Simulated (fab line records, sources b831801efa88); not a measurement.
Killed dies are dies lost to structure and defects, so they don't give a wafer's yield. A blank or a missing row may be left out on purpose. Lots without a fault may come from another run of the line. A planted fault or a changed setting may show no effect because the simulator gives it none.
Chamber matching | flow gf180mcu | GF_V1_CMP_26 on cmp-01: 4 sister chambers
The step polishes, stops on SiO2, t overpolish 15 s, target thk 0 nm. 18 wafers are shown with their chamber, then 9 later ones without.

WAFERS WITH THEIR CHAMBER
wafer  | chamber | motor_current_A (A) | time_to_endpoint_s (s) | edge_zone_pressure_frac
L076.2 | 1       | 12.5                | 82                     | 1.002
L076.5 | 3       | 11.6                | 86                     | 1.011
L076.6 | 2       | 11.5                | 77                     | 0.998
L077.3 | 0       | 10.8                | 81                     | 1.000
L077.4 | 1       | 12.7                | 78                     | 1.003
L077.6 | 0       | 10.8                | 84                     | 1.000
L078.4 | 2       | 11.5                | 78                     | 0.998
L078.5 | 3       | 11.3                | 86                     | 0.991
L078.6 | 2       | 11.8                | 82                     | 1.004
L080.2 | 0       | 10.5                | 81                     | 1.003
L080.3 | 3       | 10.9                | 86                     | 0.992
L080.6 | 3       | 11.3                | 88                     | 1.003
L081.1 | 0       | 10.1                | 86                     | 0.988
L081.2 | 2       | 11.8                | 85                     | 1.001
L081.6 | 0       | 10.3                | 82                     | 0.996
L085.1 | 3       | 11.3                | 83                     | 1.001
L085.4 | 0       | 10.9                | 83                     | 1.000
L085.5 | 3       | 11.1                | 88                     | 1.002

SIGNATURES (means of the wafers above)
reading                 | chamber 0 | chamber 1 | chamber 2 | chamber 3 | scatter within a chamber
motor_current_A         | 10.567    | 12.600    | 11.650    | 11.250    | 0.253
time_to_endpoint_s      | 82.83     | 80.00     | 80.50     | 86.17     | 2.46
edge_zone_pressure_frac | 0.99783   | 1.00250   | 1.00025   | 1.00000   | 0.00564
Rule: a wafer's distance from a chamber is the root of the sum, over the readings, of the square of ((its reading less the chamber's mean) divided by the reading's scatter). The wafer belongs to the nearest chamber; if the next one is less than 2 further off, it can't be placed. The scatter: the root of (the sum of the squares of (reading less its chamber's mean) over the shown wafers, divided by (wafers less chambers)).

WAFERS WITHOUT THEIR CHAMBER
wafer  | motor_current_A (A) | time_to_endpoint_s (s) | edge_zone_pressure_frac
L091.1 | 10.3                | 82                     | 0.997
L091.2 | 11.1                | 80                     | 0.997
L091.3 | 12.5                | 84                     | 1.002
L095.1 | 11.5                | 84                     | 1.001
L095.2 | 13.2                | 88                     | 0.990
L095.5 | 11.9                | 82                     | 1.003
L096.2 | 11.3                | 85                     | 0.996
L096.5 | 12.4                | 83                     | 1.003
L096.6 | 10.5                | 81                     | 1.000

WHICH CHAMBER EACH WENT THROUGH
wafer  | from the rows above          | in truth
L091.1 | 0                            | 0
L091.2 | can't be placed: 2 or 0 or 3 | 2
L091.3 | can't be placed: 1 or 2      | 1
L095.1 | can't be placed: 3 or 2      | 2
L095.2 | 1                            | 1
L095.5 | can't be placed: 2 or 1 or 3 | 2
L096.2 | can't be placed: 3 or 2      | 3
L096.5 | can't be placed: 1 or 2      | 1
L096.6 | 0                            | 0
Placed correctly: 3 of 9. Can't be placed from these rows: 6 (the true chamber is among the candidates in 6). Placed wrongly: 0.
